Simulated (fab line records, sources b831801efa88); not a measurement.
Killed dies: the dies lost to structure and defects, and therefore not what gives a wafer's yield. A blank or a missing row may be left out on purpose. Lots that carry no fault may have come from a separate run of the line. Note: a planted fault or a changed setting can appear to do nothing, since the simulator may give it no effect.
fab line records	flow gf180mcu	part 1 of 2: steps 1 to 43 of 44
record lots=7	wafers=21	lastDay=33
route steps=602 shown STI@18 DNWELL@32 NWELL@42 LVPWELL@54 VT_IMPLANT@134 PASSIVATION@602
lots with no fault: from the same line, run without faults
startH: hours from the record's first day to the start of the lot's first wafer shown	waitH: time in hours since the lot's previous step	" as in the row above	L1.1+2: several wafers, shown together as one row	- either no value or no given start	* or withheld: withheld	< > ~ a bound
route shown NAME@n: a module of which the file shows steps, and the number in the route of the first	usual: mean and standard deviation over wafers with no fault	same: alike in all rows	chamber/n: place in a boat	sites: each site's reading	_std_site: standard deviation across them	_edge_site: inner sites' mean taken away from outer sites' mean	radiusMm: how far each site lies from the wafer's centre	mask NAME#n: copy n	behind: the most recent tool/chamber to have shaped the wafer	hold: cause of the lot's hold/its duration in hours/its outcome	device: whichever transistor did not switch (one of n, p or np)	end of line: tests of these same wafers at the route's end	step lacking rows: just its recipe	killed: dies lost to structure and defects at the first sort, not the wafer's yield	map: shows each die of a wafer: x if killed, . if not, _ if none is there
set.NAME: the setting the step ran with; set.NAME@STEP: the setting that earlier step ran with	model.NAME: the simulator's own value behind a step, which no gauge read
lots at some steps of the route; a table a step, a row a wafer
services: from which hour (startH, from the record's first day; less than 0 if before it) a tool's chamber was out of use, for how many hours, and why
## steps
# step GF_STI_WET_ETCH_17
# recipe chemistry=H3PO4	targetDepthNm=45	tempC=160	target=Si3N4	timeS=514
# step GF_STI_CLEAN_18
# recipe chemistry=SC1/SC2	mix=1:4:20	tempC=70	timeS=150
# step GF_STI_CLEAN_19
# recipe chemistry=dHF	timeS=20	dilution=100:1
# step GF_STI_WET_ETCH_20
# recipe chemistry=dHF	dilution=100:1	targetDepthNm=20	tempC=25	dry=ipaMarangoni	target=SiO2	timeS=400
# step GF_STI_OXIDATION_21
# recipe tempC=1000	ambient=O2	stabiliseS=600	purgeS=300	targetThkA=150	oxTimeS=458
# step GF_STI_THK_MEAS_22
# recipe reads=SiO2_of_STI_OXIDATION_21
# usual STI_OXIDATION_01_THK=15.0/0.35
lot.wafer	tool	chamber	startH	waitH	STI_OXIDATION_01_THK[nm]
L877.3	filmMetro-03	-	34.31	0.0	15.4
L877.4	"	-	"	"	15.3
L877.6	"	-	"	"	15.6
L880.2	filmMetro-03	-	50.73	0.0	15.0
L880.3	"	-	"	"	14.7
L880.5	"	-	"	"	14.4
L883.1	filmMetro-03	-	63.94	0.0	15.6
L883.5	"	-	"	"	15.5
L883.6	"	-	"	"	15.6
L887.2	filmMetro-03	-	85.51	0.0	14.8
L887.3	"	-	"	"	14.7
L887.5	"	-	"	"	14.8
L888.2	filmMetro-03	-	92.74	0.0	14.4
L888.4	"	-	"	"	14.4
L888.5	"	-	"	"	14.5
L890.1	filmMetro-03	-	102.64	0.0	15.1
L890.2	"	-	"	"	15.4
L890.6	"	-	"	"	15.2
L892.3	filmMetro-02	-	109.43	0.0	14.7
L892.5	"	-	"	"	14.5
L892.6	"	-	"	"	15.0
# step GF_STI_CVD_23
# recipe material=SiO2	targetThkNm=650	sigmaOpenFrac=0.3	timeS=108.3	tempC=600	sih4FlowSccm=60	pressureMtorr=6
# step GF_STI_THK_MEAS_24
# recipe reads=SiO2_of_STI_CVD_23
# usual STI_CVD_23_THK=646/6.3
lot.wafer	tool	chamber	startH	waitH	STI_CVD_23_THK[nm]
L877.3	filmMetro-03	-	34.45	0.1	646
L877.4	"	-	"	"	654
L877.6	"	-	"	"	652
L880.2	filmMetro-02	-	50.86	0.0	644
L880.3	"	-	"	"	649
L880.5	"	-	"	"	649
L883.1	filmMetro-02	-	64.08	0.0	640
L883.5	"	-	"	"	639
L883.6	"	-	"	"	648
L887.2	filmMetro-01	-	85.65	0.0	644
L887.3	"	-	"	"	655
L887.5	"	-	"	"	648
L888.2	filmMetro-03	-	92.88	0.0	649
L888.4	"	-	"	"	642
L888.5	"	-	"	"	636
L890.1	filmMetro-01	-	102.78	0.0	641
L890.2	"	-	"	"	632
L890.6	"	-	"	"	636
L892.3	filmMetro-02	-	109.57	0.1	655
L892.5	"	-	"	"	652
L892.6	"	-	"	"	646
# step GF_STI_CMP_25
# recipe stopOn=Si3N4	tOverpolishS=33	downForcePsi=4	platenRpm=60	targetThkNm=524.6	padVelocityMS=0.94248
# usual edgeZonePressureFrac=1.000/0.0047	motorCurrentA=11.5/0.67	overpolishRunS=33.001/0.0095	timeToEndpointS=124/4.2
# same tOverpolishS=33
lot.wafer	tool	chamber	startH	waitH	edgeZonePressureFrac	motorCurrentA	overpolishRunS	timeToEndpointS
L877.3	cmp-01	1	34.49	0.0	0.998	12.2	32.984	132
L877.4	"	2	"	"	0.993	10.9	32.999	135
L877.6	"	2	"	"	0.996	11.2	33.013	132
L880.2	cmp-02	2	50.91	0.0	0.995	12.2	33.009	123
L880.3	"	0	"	"	0.997	12.8	32.990	126
L880.5	"	3	"	"	0.995	12.4	33.000	127
L883.1	cmp-01	2	64.24	0.1	1.009	10.0	33.010	131
L883.5	"	0	"	"	0.998	11.0	32.996	129
L883.6	"	1	"	"	0.996	11.9	33.007	133
L887.2	cmp-02	2	85.75	0.1	0.997	11.2	33.002	118
L887.3	"	0	"	"	1.004	12.1	32.991	126
L887.5	"	2	"	"	1.001	11.4	32.994	123
L888.4	cmp-02	0	92.93	0.0	1.002	12.4	33.000	122
L888.2	"	2	"	"	1.002	11.5	33.008	129
L888.5	"	0	"	"	0.999	11.9	32.988	121
L890.1	cmp-01	2	102.94	0.1	0.998	11.1	32.992	120
L890.2	"	3	"	"	1.001	10.5	32.996	121
L890.6	"	1	"	"	0.996	11.6	33.011	121
L892.3	cmp-02	3	109.76	0.2	1.003	12.0	32.988	127
L892.5	"	0	"	"	0.999	12.2	32.994	129
L892.6	"	1	"	"	0.989	11.1	33.021	127
# step GF_STI_WET_ETCH_26
# recipe chemistry=dHF	targetDepthNm=94	target=SiO2	tempC=25	dilution=10:1	timeS=188
# step GF_STI_WET_ETCH_27
# recipe chemistry=H3PO4	targetDepthNm=160	target=Si3N4	tempC=160	timeS=1825
# step GF_STI_WET_ETCH_28
# recipe chemistry=dHF	targetDepthNm=20	dry=ipaMarangoni	target=SiO2	tempC=25	dilution=10:1	timeS=40
# step GF_STI_OXIDATION_29
# recipe tempC=900	ambient=O2	stabiliseS=600	purgeS=300	targetThkA=100	oxTimeS=1418
# usual spikeTcBottomC=916.1/1.2	spikeTcCentreC=901.4/1.1	spikeTcLowerC=900.0/1.1	spikeTcTopC=912.1/1	spikeTcUpperC=899.7/1.7	tubeCenterTempC=900/0.083	tube_center_temp_C_max=902.3/0.33	zonePowerBottomPct=34.7/0.47	zonePowerTopPct=35.9/0.65	zonePowerUpperPct=18.5/0.62
# same oxTimeS=1418
lot.wafer	tool	chamber	startH	waitH	spikeTcBottomC	spikeTcCentreC	spikeTcLowerC	spikeTcTopC	spikeTcUpperC	tubeCenterTempC	tube_center_temp_C_max	zonePowerBottomPct	zonePowerTopPct	zonePowerUpperPct	model.SiO2_of_STI_OXIDATION_29.thkNm
L877.3	furnace-02	0	36.49	1.1	917.4	900.7	899.6	912.8	900.5	900.05	902.6	35.6	36.1	19.2	10.06
L877.4	"	0	"	"	916.6	900.7	899.5	912.6	900.9	900.03	902.0	34.4	36.9	19.0	10.34
L877.6	"	0	"	"	915.9	900.5	901.1	911.3	900.5	899.87	902.7	34.9	36.7	18.9	10.1
L880.2	furnace-02	0	52.11	0.3	917.2	901.6	901.1	911.0	902.7	899.99	902.2	35.3	36.7	19.4	10.12
L880.3	"	0	"	"	916.5	899.8	900.5	911.7	900.2	899.96	901.9	34.5	36.9	19.2	10.06
L880.5	"	0	"	"	915.4	903.4	899.9	912.4	899.9	899.9	902.2	34.9	36.5	19.0	10.09
L883.1	furnace-01	0	65.03	0.0	914.8	900.7	898.9	913.2	898.9	899.9	902.0	34.3	36.1	18.3	10.05
L883.5	"	0	"	"	915.6	900.3	900.4	911.6	899.0	900.09	902.0	34.5	35.9	17.7	10.05
L883.6	"	0	"	"	916.3	900.5	898.3	913.2	897.9	900.04	902.1	34.2	35.3	17.8	9.988
L887.2	furnace-01	0	88.07	1.4	859.4	845.2	844.6	857.6	841.3	843.88	845.7	30.3	32.6	15.8	5.38
L887.3	"	0	"	"	860.6	845.1	845.1	857.0	843.7	843.83	846.0	30.3	32.1	15.7	5.396
L887.5	"	0	"	"	859.9	845.2	843.4	857.3	841.9	843.91	846.2	29.8	31.9	15.9	5.325
L888.2	furnace-01	0	93.82	0.0	861.2	845.2	842.3	855.9	842.6	843.78	846.8	30.3	32.3	15.7	5.367
L888.4	"	0	"	"	860.3	845.2	842.9	857.4	842.5	843.72	846.0	30.3	31.8	15.7	5.278
L888.5	"	0	"	"	861.3	843.7	843.4	856.5	843.3	843.73	846.0	29.9	31.5	16.0	5.318
L890.1	furnace-02	0	104.83	1.0	914.4	902.6	899.8	911.0	901.5	899.97	902.0	35.8	36.9	19.3	10.1
L890.2	"	0	"	"	915.8	902.2	900.1	910.4	902.9	900.03	902.1	35.3	36.3	19.1	10.21
L890.6	"	0	"	"	918.0	902.9	902.3	911.9	901.3	900.14	902.2	35.3	35.9	19.1	10.16
L892.3	furnace-01	0	110.56	0.0	859.3	848.7	843.7	857.8	842.5	843.72	846.3	29.7	32.2	15.6	4.595
L892.5	"	0	"	"	860.1	844.9	842.1	856.7	842.0	843.92	846.1	30.4	32.1	15.6	4.679
L892.6	"	0	"	"	859.3	846.2	841.8	857.8	842.5	843.8	846.0	29.8	32.3	15.5	4.77
# step GF_STI_THK_MEAS_30
# recipe reads=SiO2_of_STI_OXIDATION_29
# usual STI_OXIDATION_02_THK=10.05/0.19
lot.wafer	tool	chamber	startH	waitH	STI_OXIDATION_02_THK[nm]
L877.3	filmMetro-01	-	37.91	0.0	10.06
L877.4	"	-	"	"	10.33
L877.6	"	-	"	"	10.13
L880.2	filmMetro-01	-	53.51	0.0	10.09
L880.3	"	-	"	"	10.11
L880.5	"	-	"	"	10.09
L883.1	filmMetro-01	-	66.43	0.0	10.04
L883.5	"	-	"	"	10.01
L883.6	"	-	"	"	9.94
L887.2	filmMetro-03	-	89.47	0.0	5.42
L887.3	"	-	"	"	5.46
L887.5	"	-	"	"	5.34
L888.2	filmMetro-03	-	95.23	0.0	5.43
L888.4	"	-	"	"	5.25
L888.5	"	-	"	"	5.32
L890.1	filmMetro-03	-	106.23	0.0	10.07
L890.2	"	-	"	"	10.23
L890.6	"	-	"	"	10.18
L892.3	filmMetro-01	-	111.98	0.0	4.57
L892.5	"	-	"	"	4.73
L892.6	"	-	"	"	4.80
# step GF_DNWELL_DEHYDRATE_00
# recipe tempC=200	timeS=60
# step GF_DNWELL_HMDS_01
# recipe primeTimeS=60	primeTempC=120
# step GF_DNWELL_COAT_02
# recipe spinRpm=2000	resistThkNm=3000
# step GF_DNWELL_SOFTBAKE_03
# recipe tempC=110	timeS=withheld
# step GF_DNWELL_EXPOSE_04
# recipe maskId=DNWELL	targetCdNm=1700	na=0.6	sourceShape=conventional	sigmaOuter=0.6	doseMj=260
# step GF_DNWELL_PEB_05
# recipe tempC=115	timeS=withheld
# step GF_DNWELL_DEVELOP_06
# recipe wallAngleDeg=90	developTimeS=60	devTempC=23
# step GF_DNWELL_IMPLANT_07
# recipe species=P	energyKev=1500	doseCm2=1e+13	tiltDeg=0
# step GF_DNWELL_STRIP_08
# recipe chemistry=O2/N2	powerW=1400	pressureMtorr=1500	platenTempC=250	o2FlowSccm=3000	n2FlowSccm=300	overashFraction=0.5
# usual drypumpMotorCurrentA=5.8/0.46	heaterPowerW=341/23	oesProductAu=0.723/0.0046	stripTimeToEndpointS=36.95/0.1
lot.wafer	tool	chamber	startH	waitH	drypumpMotorCurrentA	heaterPowerW	oesProductAu	rfHoursCounterH	stripTimeToEndpointS
L877.3	plasmaAsher-04	1	51.13	0.1	6.4	349	0.731	-	36.89
L877.4	"	0	"	"	5.5	328	0.723	-	36.90
L877.6	"	1	"	"	6.5	340	0.724	-	36.83
L880.2	plasmaAsher-03	1	66.43	0.1	5.5	321	0.725	45	37.16
L880.3	"	0	"	"	6.2	325	0.717	-	37.13
L880.5	"	1	"	"	5.5	328	0.730	-	37.11
L883.1	plasmaAsher-01	1	79.77	0.1	5.1	390	0.723	20	36.90
L883.5	"	1	"	"	5.1	388	0.717	-	36.83
L883.6	"	0	"	"	6.1	335	0.720	-	36.86
L887.2	plasmaAsher-01	1	103.05	0.1	5.1	389	0.724	22	36.80
L887.3	"	1	"	"	5.1	382	0.716	-	36.90
L887.5	"	0	"	"	6.1	324	0.721	-	36.86
L888.2	plasmaAsher-01	1	109.55	0.1	5.1	392	0.713	23	36.93
L888.4	"	0	"	"	6.1	321	0.725	-	36.95
L888.5	"	0	"	"	6.1	328	0.721	-	37.05
L890.1	plasmaAsher-01	1	121.20	0.1	5.1	382	0.719	25	37.07
L890.2	"	0	"	"	6.1	334	0.719	25	37.04
L890.6	"	1	"	"	5.1	393	0.720	-	36.98
L892.3	plasmaAsher-04	0	126.01	0.1	5.5	328	0.722	-	36.94
L892.5	"	1	"	"	6.4	348	0.721	-	36.97
L892.6	"	0	"	"	5.5	334	0.731	-	36.84
# step GF_DNWELL_TW_MEAS_09
# usual DNWELL_TW=1341/27
lot.wafer	tool	chamber	startH	waitH	DNWELL_TW
L877.3	filmMetro-03	-	51.22	0.1	1352
L877.4	"	-	"	"	1351
L877.6	"	-	"	"	1345
L880.2	filmMetro-03	-	66.54	0.1	1347
L880.3	"	-	"	"	1344
L880.5	"	-	"	"	1348
L883.1	filmMetro-01	-	79.87	0.1	1301
L883.5	"	-	"	"	1305
L883.6	"	-	"	"	1310
L887.2	filmMetro-04	-	103.16	0.1	1371
L887.3	"	-	"	"	1378
L887.5	"	-	"	"	1374
L888.2	filmMetro-04	-	109.66	0.1	1379
L888.4	"	-	"	"	1379
L888.5	"	-	"	"	1378
L890.1	filmMetro-01	-	121.30	0.1	1306
L890.2	"	-	"	"	1300
L890.6	"	-	"	"	1301
L892.3	filmMetro-04	-	126.09	0.1	1368
L892.5	"	-	"	"	1374
L892.6	"	-	"	"	1374
# step GF_NWELL_DEHYDRATE_00
# recipe tempC=200	timeS=60
# step GF_NWELL_HMDS_01
# recipe primeTimeS=60	primeTempC=120
# step GF_NWELL_COAT_02
# recipe spinRpm=2000	resistThkNm=3000
# step GF_NWELL_SOFTBAKE_03
# recipe tempC=110	timeS=withheld
# step GF_NWELL_EXPOSE_04
# recipe maskId=Nwell	targetCdNm=860	na=0.6	sourceShape=conventional	sigmaOuter=0.6	doseMj=260
# step GF_NWELL_PEB_05
# recipe tempC=115	timeS=withheld
# step GF_NWELL_DEVELOP_06
# recipe wallAngleDeg=90	developTimeS=60	devTempC=23
# step GF_NWELL_OVL_MEAS_07
# usual NWELL_OVL=0.1/1.3
lot.wafer	tool	chamber	startH	waitH	NWELL_OVL[nm]
L877.3	overlay-01	-	64.33	-	1.2
L877.4	"	-	"	"	1.6
L877.6	"	-	"	"	0.9
L880.2	overlay-01	-	80.22	-	-2.8
L880.3	"	-	"	"	-0.5
L880.5	"	-	"	"	0.0
L883.1	overlay-02	-	93.12	-	0.5
L883.5	"	-	"	"	0.9
L883.6	"	-	"	"	-0.5
L887.2	overlay-02	-	117.13	-	1.5
L887.3	"	-	"	"	2.5
L887.5	"	-	"	"	0.0
L888.2	overlay-02	-	124.23	-	0.4
L888.4	"	-	"	"	1.2
L888.5	"	-	"	"	0.6
L890.1	overlay-02	-	135.82	-	-1.1
L890.2	"	-	"	"	-0.5
L890.6	"	-	"	"	0.6
L892.3	overlay-01	-	141.08	-	0.5
L892.5	"	-	"	"	1.6
L892.6	"	-	"	"	1.2
# step GF_NWELL_IMPLANT_08
# recipe species=P	energyKev=450	doseCm2=1.5e+13	tiltDeg=0
# step GF_NWELL_IMPLANT_09
# recipe species=P	energyKev=160	doseCm2=4e+12	tiltDeg=0
# step GF_NWELL_STRIP_10
# recipe chemistry=O2/N2	powerW=1400	pressureMtorr=1500	platenTempC=250	o2FlowSccm=3000	n2FlowSccm=300	overashFraction=0.5
# usual drypumpMotorCurrentA=5.3/0.56	heaterPowerW=343/20	oesProductAu=0.723/0.0047	stripTimeToEndpointS=36.93/0.089
lot.wafer	tool	chamber	startH	waitH	drypumpMotorCurrentA	heaterPowerW	oesProductAu	rfHoursCounterH	stripTimeToEndpointS
L877.3	plasmaAsher-03	1	64.69	0.1	5.5	332	0.725	-	36.80
L877.4	"	0	"	"	6.2	337	0.727	-	36.73
L877.6	"	0	"	"	6.2	333	0.721	-	36.79
L880.2	plasmaAsher-03	0	80.55	0.1	6.2	329	0.712	47	36.94
L880.3	"	0	"	"	6.2	330	0.737	-	36.91
L880.5	"	0	"	"	6.2	336	0.724	-	36.97
L883.1	plasmaAsher-02	0	93.46	0.1	5.1	344	0.729	47	36.94
L883.5	"	1	"	"	4.6	346	0.725	-	36.92
L883.6	"	0	"	"	5.1	349	0.716	-	36.89
L887.2	plasmaAsher-02	0	117.46	0.1	5.1	359	0.723	50	36.83
L887.3	"	1	"	"	4.7	339	0.717	-	36.98
L887.5	"	0	"	"	5.0	359	0.729	-	36.82
L888.2	plasmaAsher-03	1	124.56	0.1	5.5	325	0.730	1	36.80
L888.4	"	0	"	"	6.2	313	0.726	-	36.88
L888.5	"	1	"	"	5.5	325	0.717	-	36.91
L890.1	plasmaAsher-02	0	136.16	0.1	5.1	349	0.723	51	36.76
L890.2	"	1	"	"	4.7	348	0.724	51	37.02
L890.6	"	1	"	"	4.6	345	0.715	-	36.94
L892.3	plasmaAsher-01	0	141.43	0.1	6.1	333	0.718	-	37.11
L892.5	"	0	"	"	6.1	331	0.729	-	36.95
L892.6	"	1	"	"	5.1	388	0.723	-	37.03
# step GF_NWELL_TW_MEAS_11
# usual NWELL_TW=1567/36
lot.wafer	tool	chamber	startH	waitH	NWELL_TW
L877.3	filmMetro-02	-	64.77	0.1	1581
L877.4	"	-	"	"	1581
L877.6	"	-	"	"	1579
L880.2	filmMetro-01	-	80.66	0.1	1536
L880.3	"	-	"	"	1537
L880.5	"	-	"	"	1537
L883.1	filmMetro-01	-	93.56	0.1	1529
L883.5	"	-	"	"	1531
L883.6	"	-	"	"	1545
L887.2	filmMetro-01	-	117.57	0.1	1530
L887.3	"	-	"	"	1531
L887.5	"	-	"	"	1535
L888.2	filmMetro-01	-	124.67	0.1	1517
L888.4	"	-	"	"	1516
L888.5	"	-	"	"	1529
L890.1	filmMetro-04	-	136.26	0.1	1598
L890.2	"	-	"	"	1596
L890.6	"	-	"	"	1601
L892.3	filmMetro-04	-	141.52	0.1	1604
L892.5	"	-	"	"	1611
L892.6	"	-	"	"	1605
# step GF_LVPWELL_DEHYDRATE_00
# recipe tempC=200	timeS=60
# step GF_LVPWELL_HMDS_01
# recipe primeTimeS=60	primeTempC=120
# step GF_LVPWELL_COAT_02
# recipe spinRpm=2000	resistThkNm=3000
# step GF_LVPWELL_SOFTBAKE_03
# recipe tempC=110	timeS=withheld
# step GF_LVPWELL_EXPOSE_04
# recipe maskId=LVPWELL	targetCdNm=600	na=0.6	sourceShape=conventional	sigmaOuter=0.6	doseMj=260
# step GF_LVPWELL_PEB_05
# recipe tempC=115	timeS=withheld
# step GF_VT_IMPLANT_CLEAN_44
# recipe chemistry=SC1/SC2	mix=1:4:20	tempC=70	timeS=150	dry=n2Spin
# same timeS=150
lot.wafer	tool	chamber	startH	waitH	model.SiO2_of_STI_OXIDATION_29.thkNm
L877.3	wetBench-03	0	169.03	0.0	9.71
L877.4	"	0	"	"	9.995
L877.6	"	0	"	"	9.761
L880.2	wetBench-04	1	187.38	0.0	9.781
L880.3	"	1	"	"	9.726
L880.5	"	1	"	"	9.752
L883.1	wetBench-01	1	203.26	0.1	9.711
L883.5	"	1	"	"	9.714
L883.6	"	1	"	"	9.648
L887.2	wetBench-04	3	232.91	0.0	5.038
L887.3	"	3	"	"	5.056
L887.5	"	3	"	"	4.983
L888.2	wetBench-01	0	241.26	0.0	5.031
L888.4	"	0	"	"	4.94
L888.5	"	0	"	"	4.982
L890.1	wetBench-01	2	254.98	0.1	9.761
L890.2	"	2	"	"	9.87
L890.6	"	2	"	"	9.814
L892.3	wetBench-01	0	262.02	0.0	4.25
L892.5	"	0	"	"	4.334
L892.6	"	0	"	"	4.428
## key
firstSign step=GF_STI_OXIDATION_29	reading=tubeCenterTempC	direction=down	sigmas=99+	usual=*	struck=*
effect step=GF_STI_OXIDATION_29	reading=tube_center_temp_C_max	direction=down	sigmas=99+	usual=*	struck=*
effect step=GF_STI_THK_MEAS_30	reading=STI_OXIDATION_02_THK	direction=down	sigmas=26	usual=10.05	struck=5.15
modelEffect step=GF_STI_OXIDATION_29	value=SiO2_of_STI_OXIDATION_29.thkNm	without=9.983	struck=5.123
modelEffect step=GF_VT_IMPLANT_CLEAN_44	value=SiO2_of_STI_OXIDATION_29.thkNm	without=9.642	struck=4.782
modelEffect step=GF_PASSIVATION_PROBE_99	value=etest.pldd_6p0.lineOhmUm	without=6476	struck=6283
metAt GF_STI_OXIDATION_29
struckWafers L887.2,L887.3,L887.5,L888.2,L888.4,L888.5,L892.3,L892.5,L892.6
testerLeftOut L887,L888,L892
onsetBetween 65.03 88.07
fault kind=processParameterDrift	tool=furnace-01	chamber=-	onsetH=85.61	steps=GF_STI_OXIDATION_29	channel=tempC	offset=*	shape=step	endH=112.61	actsIn=*	stated=*
# testerLeftOut: of these lots the tester's yield and bins aren't shown, on N5 and GAA mostly nor the transistor test; their killed dies are dies lost to structure and defects alone, not to doping, threshold or leakage, so they don't give the yield
